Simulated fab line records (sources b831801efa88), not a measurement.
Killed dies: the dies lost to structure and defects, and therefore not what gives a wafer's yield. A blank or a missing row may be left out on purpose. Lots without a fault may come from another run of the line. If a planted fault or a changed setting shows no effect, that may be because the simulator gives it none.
fab line records ; flow sky130
record: lots: 6; wafers: 16; lastDay: 50
route steps=708 shown LOCAL_INTERCONNECT@389 PAD_OPEN@708
lots untouched by any fault: they come from a run of this same line in which no faults occurred
startH: start of the lot's first displayed wafer, in hours after the record's first day ; waitH: hours elapsed since this lot's preceding step ; " repeats the value in the row above ; L1.1+2: a single row standing in for several wafers ; - value missing, or start not given ; * or withheld: withheld ; < > ~ a bound
route shown NAME@n: names a module that has steps shown in the file, with the first one's number in the route ; usual: mean/standard deviation of fault-free wafers ; same: alike in all rows ; chamber/n: place in a boat ; sites: readings site by site ; _std_site: standard deviation of those values ; _edge_site: mean of outer sites minus mean of inner sites ; radiusMm: for every site, how far away it sits from the centre of the wafer ; mask NAME#n: copy n ; behind: the tool/chamber that last shaped the wafer ; hold: why the lot went on hold/how many hours it stayed there/how the hold came to an end ; device: which transistor (n, p or np) failed to switch ; end of line: at the end of the route, the tests of the same wafers ; step lacking rows: just its recipe ; killed: count of dies lost to structure and defects at first sort (not the wafer's yield) ; map: shows each die of a wafer: x if killed, . if not, _ if none is there
set.NAME: the setting the step ran with; set.NAME@STEP: the setting that earlier step ran with ; model.NAME: the simulator's own value behind a step, which no gauge read
lots seen at some steps along the route; tables by step, rows by wafer
services: from which hour (startH, from the record's first day; less than 0 if before it) a tool's chamber was out of use, for how many hours, and why
== steps ==
step: SKY_LOCAL_INTERCONNECT_THK_MEAS_02
recipe: thkMeasGauge: xrf; reads: TiN_of_LOCAL_INTERCONNECT_SPUTTER_00
usual: LOCAL_INTERCONNECT_TIN_THK: 99.7/1.1
lot.wafer;tool;chamber;startH;waitH;LOCAL_INTERCONNECT_TIN_THK[nm]
L272.2;filmMetro-02;-;719.14;0.1;99.8
L272.3;filmMetro-02;-;719.14;0.1;99.8
L272.4;filmMetro-02;-;719.14;0.1;100.4
L281.2;filmMetro-04;-;787.33;0.1;98.3
L281.6;filmMetro-04;-;787.33;0.1;99.4
L282.3;filmMetro-03;-;799.68;0.1;99.3
L282.6;filmMetro-03;-;799.68;0.1;100.2
L283.2;filmMetro-04;-;809.33;0.1;99.4
L283.5;filmMetro-04;-;809.33;0.1;99.7
L283.6;filmMetro-04;-;809.33;0.1;100.8
L284.4;filmMetro-02;-;813.80;0.1;99.3
L284.5;filmMetro-02;-;813.80;0.1;100.1
L284.6;filmMetro-02;-;813.80;0.1;100.1
L289.1;filmMetro-03;-;852.02;0.1;103.0
L289.4;filmMetro-03;-;852.02;0.1;102.0
L289.6;filmMetro-03;-;852.02;0.1;102.8
step: SKY_LOCAL_INTERCONNECT_DEHYDRATE_03
recipe: tempC: 200; timeS: 60
step: SKY_LOCAL_INTERCONNECT_HMDS_04
recipe: primeTimeS: 60; primeTempC: 120
step: SKY_LOCAL_INTERCONNECT_COAT_05
recipe: resist: BARC; tempC: withheld; timeS: withheld; spinRpm: 3000; resistThkNm: 60
step: SKY_LOCAL_INTERCONNECT_COAT_06
recipe: resist: KrF-thick; spinRpm: 3000; resistThkNm: 450
step: SKY_LOCAL_INTERCONNECT_SOFTBAKE_07
recipe: tempC: 100; timeS: 90; resist: KrF-thick
step: SKY_LOCAL_INTERCONNECT_EXPOSE_08
recipe: maskId: LI1M; na: 0.8; sourceShape: annular; sigmaInner: 0.55; sigmaOuter: 0.85; targetCdNm: 170; doseMj: 28
step: SKY_LOCAL_INTERCONNECT_PEB_09
recipe: pebTempC: withheld; pebTimeS: withheld; resist: KrF-thick
step: SKY_LOCAL_INTERCONNECT_DEVELOP_10
recipe: developTimeS: 60; resist: KrF-thick; devTempC: 21
step: SKY_LOCAL_INTERCONNECT_CD_MEAS_11
recipe: targetCdNm: 170
usual: cdNm: 170.4/1.5
lot.wafer;tool;chamber;startH;waitH;cdNm
L272.2;cdSem-02;-;746.88;-;171.8
L272.3;cdSem-02;-;746.88;-;170.2
L272.4;cdSem-02;-;746.88;-;172.1
L281.2;cdSem-02;-;813.61;-;170.7
L281.6;cdSem-02;-;813.61;-;169.9
L282.3;cdSem-01;-;826.11;-;172.1
L282.6;cdSem-01;-;826.11;-;172.1
L283.2;cdSem-01;-;836.15;-;173.4
L283.5;cdSem-01;-;836.15;-;172.3
L283.6;cdSem-01;-;836.15;-;172.5
L284.4;cdSem-01;-;840.28;-;171.7
L284.5;cdSem-01;-;840.28;-;170.4
L284.6;cdSem-01;-;840.28;-;170.3
L289.1;cdSem-01;-;877.57;-;170.2
L289.4;cdSem-01;-;877.57;-;171.7
L289.6;cdSem-01;-;877.57;-;170.9
step: SKY_LOCAL_INTERCONNECT_OVL_MEAS_12
usual: LOCAL_INTERCONNECT_OVL: 2/6
lot.wafer;tool;chamber;startH;waitH;LOCAL_INTERCONNECT_OVL[nm]
L272.2;overlay-02;-;746.99;0.1;2
L272.3;overlay-02;-;746.99;0.1;1
L272.4;overlay-02;-;746.99;0.1;-1
L281.2;overlay-01;-;813.71;0.1;2
L281.6;overlay-01;-;813.71;0.1;0
L282.3;overlay-01;-;826.20;0.1;5
L282.6;overlay-01;-;826.20;0.1;-2
L283.2;overlay-02;-;836.26;0.1;15
L283.5;overlay-02;-;836.26;0.1;12
L283.6;overlay-02;-;836.26;0.1;7
L284.4;overlay-02;-;840.36;0.1;8
L284.5;overlay-02;-;840.36;0.1;6
L284.6;overlay-02;-;840.36;0.1;3
L289.1;overlay-02;-;877.69;0.1;-1
L289.4;overlay-02;-;877.69;0.1;-12
L289.6;overlay-02;-;877.69;0.1;-2
step: SKY_LOCAL_INTERCONNECT_ETCH_13
recipe: chemistry: N2/H2; target: BARC; ionEnergyEv: 200; biasW: 100; pressureMtorr: 30; n2FlowSccm: 100; h2FlowSccm: 200; icpW: 500; stopOn: SiO2; timeS: 45.9; targetDepthA: 600
usual: drypumpMotorCurrentA: 6.0/0.55; oesProductAu: 0.855/0.0049; rfFwdPowerW: 495.6/1.7; throttleValvePct: 13.225/0.0083
lot.wafer;tool;chamber;startH;waitH;drypumpMotorCurrentA;oesProductAu;rfFwdPowerW;rfHoursCounterH;throttleValvePct
L272.2;rieMetal-01;1;747.04;0.0;5.4;0.857;492.4;-;13.233
L272.3;rieMetal-01;1;747.04;0.0;5.4;0.852;494.7;-;13.225
L272.4;rieMetal-01;1;747.04;0.0;5.3;0.855;492.1;-;13.226
L281.2;rieMetal-01;0;813.74;0.0;5.5;0.856;495.5;10;13.220
L281.6;rieMetal-01;1;813.74;0.0;5.4;0.865;492.3;-;13.219
L282.3;rieMetal-01;0;826.25;0.0;5.5;0.858;498.7;-;13.220
L282.6;rieMetal-01;1;826.25;0.0;5.4;0.858;495.3;-;13.224
L283.2;rieMetal-04;1;836.29;0.0;6.7;0.862;499.3;7;13.239
L283.5;rieMetal-04;0;836.29;0.0;6.4;0.854;497.0;-;13.218
L283.6;rieMetal-04;1;836.29;0.0;6.8;0.852;496.5;-;13.229
L284.4;rieMetal-02;1;840.40;0.0;6.7;0.854;497.1;-;13.220
L284.5;rieMetal-02;1;840.40;0.0;6.7;0.854;495.2;-;13.213
L284.6;rieMetal-02;0;840.40;0.0;6.0;0.850;495.1;-;13.221
L289.1;rieMetal-01;1;877.72;0.0;5.4;0.853;494.1;12;13.237
L289.4;rieMetal-01;0;877.72;0.0;5.5;0.852;497.5;-;13.222
L289.6;rieMetal-01;0;877.72;0.0;5.5;0.853;494.3;-;13.224
step: SKY_LOCAL_INTERCONNECT_METAL_ETCH_14
recipe: targetDepthNm: 110; stopOn: PSG; chemistry: Cl2/BCl3; target: TiN; resistSidewallDeg: 88; pressureMtorr: 10; icpW: 900; biasW: 48.5; Cl2_flow_sccm: 60; bcl3FlowSccm: 30; timeS: 31.4
usual: drypumpMotorCurrentA: 6.0/0.54; oesProductAu: 0.939/0.0069; rfFwdPowerW: 890/3.2; throttleValvePct: 21.902/0.0093
lot.wafer;tool;chamber;startH;waitH;drypumpMotorCurrentA;oesProductAu;rfFwdPowerW;rfHoursCounterH;throttleValvePct;model.KrF-thick_of_LOCAL_INTERCONNECT_COAT_06.thkNm;model.LOCAL_INTERCONNECT.featureDepthNm;model.PSG_of_LI_CONTACT_HDPCVD_00.thkNm
L272.2;rieMetal-01;1;747.16;0.1;5.3;0.936;887;-;21.898;352.6;99.4;589.6
L272.3;rieMetal-01;1;747.16;0.1;5.3;0.938;888;-;21.895;352.2;99.37;588.2
L272.4;rieMetal-01;1;747.16;0.1;5.3;0.936;885;-;21.911;352.1;100.2;587.7
L281.2;rieMetal-01;0;813.81;0.0;5.5;0.940;892;10;21.918;350.4;99.51;589.2
L281.6;rieMetal-01;1;813.81;0.0;5.4;0.939;888;-;21.896;340.3;107.2;582
L282.3;rieMetal-01;0;826.30;0.0;5.5;0.931;895;-;21.905;351.1;98.38;587
L282.6;rieMetal-01;1;826.30;0.0;5.3;0.935;885;-;21.904;338.1;106.2;580.2
L283.2;rieMetal-04;1;836.35;0.0;6.7;0.941;891;7;21.886;347.7;99.73;588.7
L283.5;rieMetal-04;0;836.35;0.0;6.4;0.957;891;-;21.900;346.5;101;585.7
L283.6;rieMetal-04;1;836.35;0.0;6.7;0.954;895;-;21.893;347.3;101.3;587
L284.4;rieMetal-02;1;840.45;0.0;6.6;0.938;890;-;21.904;350.3;99.83;589.4
L284.5;rieMetal-02;1;840.45;0.0;6.6;0.949;888;-;21.920;350.3;100.4;587.9
L284.6;rieMetal-02;0;840.45;0.0;6.0;0.944;888;-;21.900;349.8;100.5;587.8
L289.1;rieMetal-01;1;877.79;0.0;5.3;0.949;890;13;21.895;352.7;101.4;588.9
L289.4;rieMetal-01;0;877.79;0.0;5.5;0.940;895;-;21.896;351.4;100.7;588.4
L289.6;rieMetal-01;0;877.79;0.0;5.5;0.947;895;-;21.907;349.9;101.2;588.9
step: SKY_LOCAL_INTERCONNECT_STRIP_15
recipe: chemistry: O2/N2; powerW: 1400; pressureMtorr: 1500; platenTempC: withheld; o2FlowSccm: 3000; n2FlowSccm: 300; overashFraction: 0.5
usual: drypumpMotorCurrentA: 5.5/0.47; oesProductAu: 0.428/0.0045; stripTimeToEndpointS: 4.731/0.025
lot.wafer;tool;chamber;startH;waitH;drypumpMotorCurrentA;oesProductAu;rfHoursCounterH;stripTimeToEndpointS
L272.2;plasmaAsher-04;1;747.25;0.1;5.5;0.437;0;4.768
L272.3;plasmaAsher-04;0;747.25;0.1;6.0;0.430;-;4.758
L272.4;plasmaAsher-04;1;747.25;0.1;5.5;0.429;-;4.778
L281.2;plasmaAsher-03;1;813.86;0.0;5.1;0.424;99;4.732
L281.6;plasmaAsher-03;0;813.86;0.0;5.0;0.422;-;4.637
L282.3;plasmaAsher-02;1;826.37;0.1;5.2;0.426;-;4.739
L282.6;plasmaAsher-02;0;826.37;0.1;6.3;0.422;-;4.616
L283.2;plasmaAsher-04;0;836.40;0.0;6.0;0.422;8;4.722
L283.5;plasmaAsher-04;1;836.40;0.0;5.5;0.418;-;4.702
L283.6;plasmaAsher-04;0;836.40;0.0;5.9;0.427;-;4.724
L284.4;plasmaAsher-04;1;840.52;0.1;5.5;0.431;-;4.719
L284.5;plasmaAsher-04;0;840.52;0.1;6.0;0.420;-;4.727
L284.6;plasmaAsher-04;1;840.52;0.1;5.5;0.420;-;4.699
L289.1;plasmaAsher-02;0;877.84;0.0;6.3;0.423;74;4.770
L289.4;plasmaAsher-02;1;877.84;0.0;5.2;0.425;-;4.744
L289.6;plasmaAsher-02;1;877.84;0.0;5.2;0.428;-;4.748
step: SKY_LOCAL_INTERCONNECT_STRIP_16
recipe: chemistry: postEtchResidueRemover; timeS: 1200; tempC: 72.5
step: SKY_PAD_OPEN_PROBE_99
usual: killed_at_M0_to_M3: 44/7.5; killed_at_M4_up: 3.2/1.9; killedAtContacts: 23/4.7; killedAtFrontEnd: 15/4.7; killedAtOther: 0.4/0.66; killedDies: 87/9.3; killedOnRim: 17/4.1; killedOpen: 47/7.2; killedShort: 39/6.5
same: grossDies: 492; killedAtBackSide: 0
lot.wafer;tool;chamber;startH;waitH;killed_at_M0_to_M3;killed_at_M4_up;killedAtContacts;killedAtFrontEnd;killedAtOther;killedDies;killedOnRim;killedOpen;killedShort
L272.2;prober-01;-;1109.33;0.1;39;3;23;20;0;85;10;42;42
L272.3;prober-01;-;1109.38;0.2;43;2;18;14;1;78;14;35;39
L272.4;prober-01;-;1109.43;0.2;59;1;22;18;0;100;21;66;31
L284.4;prober-02;-;1173.63;0.2;58;6;20;11;0;95;18;51;44
L284.5;prober-02;-;1173.68;0.2;42;2;27;18;0;89;15;56;32
L284.6;prober-02;-;1173.73;0.2;36;2;28;18;1;85;17;43;40
L289.1;prober-01;-;1201.19;0.1;25;4;15;22;0;66;13;40;26
L289.4;prober-01;-;1201.34;0.2;38;4;10;16;0;68;11;32;36
L289.6;prober-01;-;1201.44;0.2;34;7;26;18;0;85;16;51;34
killed by level:class
L272.2 VIA1:geometricParticle:open=8 FIELD_ISO:geometricParticle:open=6 VIA1:geometricParticle:short=6 CONTACT:geometricParticle:open=6 VIA3:geometricParticle:open=6 POLY_GATE:geometricParticle:short=5 LI_CONTACT:geometricParticle:short=5 LI_CONTACT:geometricParticle:open=5
L272.3 VIA3:geometricParticle:open=9 FIELD_ISO:geometricParticle:short=6 VIA1:geometricParticle:open=6 METAL1:geometricParticle:short=6 CONTACT:geometricParticle:short=5 METAL2:geometricParticle:short=5 CONTACT:geometricParticle:open=4 VIA2:geometricParticle:open=4
L272.4 VIA1:geometricParticle:open=19 CONTACT:geometricParticle:open=9 VIA1:geometricParticle:short=9 VIA3:geometricParticle:open=9 VIA2:geometricParticle:open=8 LI_CONTACT:geometricParticle:open=6 FIELD_ISO:geometricParticle:open=5 POLY_GATE:geometricParticle:open=5
L284.4 VIA1:geometricParticle:open=11 CONTACT:geometricParticle:open=9 VIA2:geometricParticle:open=9 VIA3:geometricParticle:open=8 CONTACT:geometricParticle:short=6 VIA1:geometricParticle:short=6 METAL2:geometricParticle:short=6 METAL4:geometricParticle:short=5
L284.5 CONTACT:geometricParticle:open=16 VIA3:geometricParticle:open=8 VIA1:geometricParticle:open=8 LI_CONTACT:geometricParticle:open=7 METAL1:geometricParticle:short=7 POLY_GATE:geometricParticle:short=5 VIA1:geometricParticle:short=5 FIELD_ISO:geometricParticle:open=4
L284.6 VIA1:geometricParticle:open=10 CONTACT:geometricParticle:open=8 FIELD_ISO:geometricParticle:open=7 LOCAL_INTERCONNECT:geometricParticle:short=7 VIA3:geometricParticle:open=7 LI_CONTACT:geometricParticle:open=6 FIELD_ISO:geometricParticle:short=5 VIA1:geometricParticle:short=5
L289.1 VIA1:geometricParticle:open=9 POLY_GATE:geometricParticle:short=8 LI_CONTACT:geometricParticle:open=6 POLY_GATE:geometricParticle:open=5 SPACER:geometricParticle:short=3 POLY_CUT:geometricParticle:open=3 METAL4:geometricParticle:short=3 CONTACT:geometricParticle:short=3
L289.4 METAL2:geometricParticle:short=8 VIA2:geometricParticle:open=6 VIA1:geometricParticle:open=6 FIELD_ISO:geometricParticle:short=5 FIELD_ISO:geometricParticle:open=5 CONTACT:geometricParticle:open=4 VIA3:geometricParticle:open=4 LI_CONTACT:geometricParticle:open=3
L289.6 CONTACT:geometricParticle:open=13 METAL2:geometricParticle:short=10 VIA1:geometricParticle:open=7 LI_CONTACT:geometricParticle:open=6 VIA2:geometricParticle:open=6 FIELD_ISO:geometricParticle:open=5 POLY_GATE:geometricParticle:open=5 POLY_GATE:geometricParticle:short=4
== services ==
tool;chamber;startH;hours;kind
plasmaAsher-04;-;733.75;9.0;pm
plasmaAsher-04;0;733.75;9.0;ventCycle
plasmaAsher-04;1;733.75;9.0;ventCycle
rieMetal-01;0;742.35;17.8;repair
plasmaAsher-04;0;742.75;-;clean
plasmaAsher-04;1;742.75;-;clean
plasmaAsher-04;-;786.38;6.1;repair
plasmaAsher-02;-;787.73;2.8;pm
rieMetal-02;1;798.33;10.3;repair
plasmaAsher-02;-;798.73;13.0;repair
plasmaAsher-04;-;808.40;8.5;repair
rieMetal-01;-;810.00;2.5;repair
rieMetal-02;-;841.42;2.8;pm
== key ==
firstSign: step: SKY_LOCAL_INTERCONNECT_STRIP_15; reading: stripTimeToEndpointS; direction: down; sigmas: 4.2; usual: *; struck: *
effect none on later readings
modelEffect: step: SKY_LOCAL_INTERCONNECT_METAL_ETCH_14; value: KrF-thick_of_LOCAL_INTERCONNECT_COAT_06.thkNm; without: 352.7; struck: 339.2
metAt SKY_LOCAL_INTERCONNECT_METAL_ETCH_14
struckWafers L281.6,L282.6
testerLeftOut L281,L282
onsetBetween 747.16 813.81
fault: kind: processParameterDrift; tool: rieMetal-01; chamber: -; onsetH: 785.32; steps: SKY_LOCAL_INTERCONNECT_METAL_ETCH_14; channel: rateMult; offset: 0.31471; shape: step; endH: 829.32; scope: struckWafersOnly
testerLeftOut: of these lots the tester's yield and bins aren't shown, on N5 and GAA mostly nor the transistor test; their killed dies are dies lost to structure and defects alone, not to doping, threshold or leakage, so they don't give the yield
